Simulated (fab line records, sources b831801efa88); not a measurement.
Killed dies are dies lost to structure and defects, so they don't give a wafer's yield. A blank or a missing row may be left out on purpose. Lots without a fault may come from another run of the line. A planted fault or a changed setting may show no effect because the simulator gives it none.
Which tool did it? | flow gf180mcu | 11 lots, 33 wafers sampled, at 3 steps of a route of 602

WHAT THE GAUGES READ, wafer by wafer
GF_NWELL_TW_MEAS_11.
lot  | measured    | on            | NWELL_TW
L521 | day 3 07:23 | film_metro-02 | 1588 1587 1588
L522 | day 3 11:29 | film_metro-04 | 1570 1570 1569
L524 | day 4 08:52 | film_metro-02 | 1590 1593 1587
L525 | day 4 09:34 | film_metro-02 | 1581 1583 1588
L528 | day 5 06:39 | film_metro-04 | 1838 1834 1841
L533 | day 6 01:54 | film_metro-02 | 1850 1868 1849
L539 | day 7 10:13 | film_metro-04 | 1573 1570 1579
L540 | day 7 18:16 | film_metro-04 | 1569 1566 1575
L542 | day 8 01:53 | film_metro-02 | 1584 1589 1591
L543 | day 8 08:32 | film_metro-03 | 1558 1541 1550
L544 | day 8 13:45 | film_metro-02 | 1581 1588 1581

WHICH TOOL RAN EACH LOT (tool, then ch and the chambers of the sampled wafers, then the start)
lot  | GF_DNWELL_COAT_02                | GF_DNWELL_STRIP_08
L521 | litho_track-03 ch 0, day 2 11:45 | plasma_asher-01 ch 0,1, day 2 18:50
L522 | litho_track-01 ch 0, day 2 17:18 | plasma_asher-03 ch 0,1, day 2 23:32
L524 | litho_track-04 ch 0, day 3 11:56 | plasma_asher-03 ch 0,1, day 3 19:17
L525 | litho_track-01 ch 0, day 3 12:05 | plasma_asher-02 ch 0,1, day 3 19:19
L528 | litho_track-01 ch 0, day 4 07:27 | plasma_asher-01 ch 0,1, day 4 14:44
L533 | litho_track-01 ch 0, day 5 03:24 | plasma_asher-02 ch 0,1, day 5 10:55
L539 | litho_track-03 ch 0, day 6 10:03 | plasma_asher-02 ch 0,1, day 6 18:15
L540 | litho_track-04 ch 0, day 6 17:41 | plasma_asher-03 ch 0,1, day 7 01:55
L542 | litho_track-03 ch 0, day 7 01:55 | plasma_asher-02 ch 1, day 7 09:38
L543 | litho_track-03 ch 0, day 7 07:32 | plasma_asher-02 ch 0,1, day 7 15:38
L544 | litho_track-04 ch 0, day 7 13:35 | plasma_asher-03 ch 0,1, day 7 21:25
- GF_DNWELL_COAT_02: resist thk 3000 nm.
- GF_DNWELL_STRIP_08: strips in O2/N2.

THE ANSWER, worked out from the rows above alone
Rule: what is usual is taken from the lots themselves. Put in order of their means at a reading, lots are off if they are a third of the lots or fewer, leave a main group of 4 or more, and stand apart from it by a gap of 3 or more times the standard deviation of the main group's means; of several such gaps the widest counts. A main group whose means are all the same, to the digits that the tables above print for the reading, isn't used. A lot without any number at a reading at which 4 lots or more have one is off too. The other lots that the step has rows for count as sound.
Off: L528, L533, at GF_NWELL_TW_MEAS_11 (NWELL_TW). The main group: mean 1577, standard deviation 12.
A tool fits if, at a process step before that reading, it ran every lot that is off, and no sound lot after the first of them. The gauges at GF_NWELL_TW_MEAS_11 are tried like those tools. One fits: litho_track-01 at GF_DNWELL_COAT_02. Its last sound lot is L525 (day 3 12:05), its first lot that is off L528 (day 4 07:27): a fault that began between those two fits.

WHAT THE SIMULATOR HAD PUT IN
Process parameter drift: litho_track-01, from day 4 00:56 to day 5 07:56, at GF_DNWELL_COAT_02. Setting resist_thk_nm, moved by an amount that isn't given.
Lots struck among those shown: L528, L533. The rule above found the same.
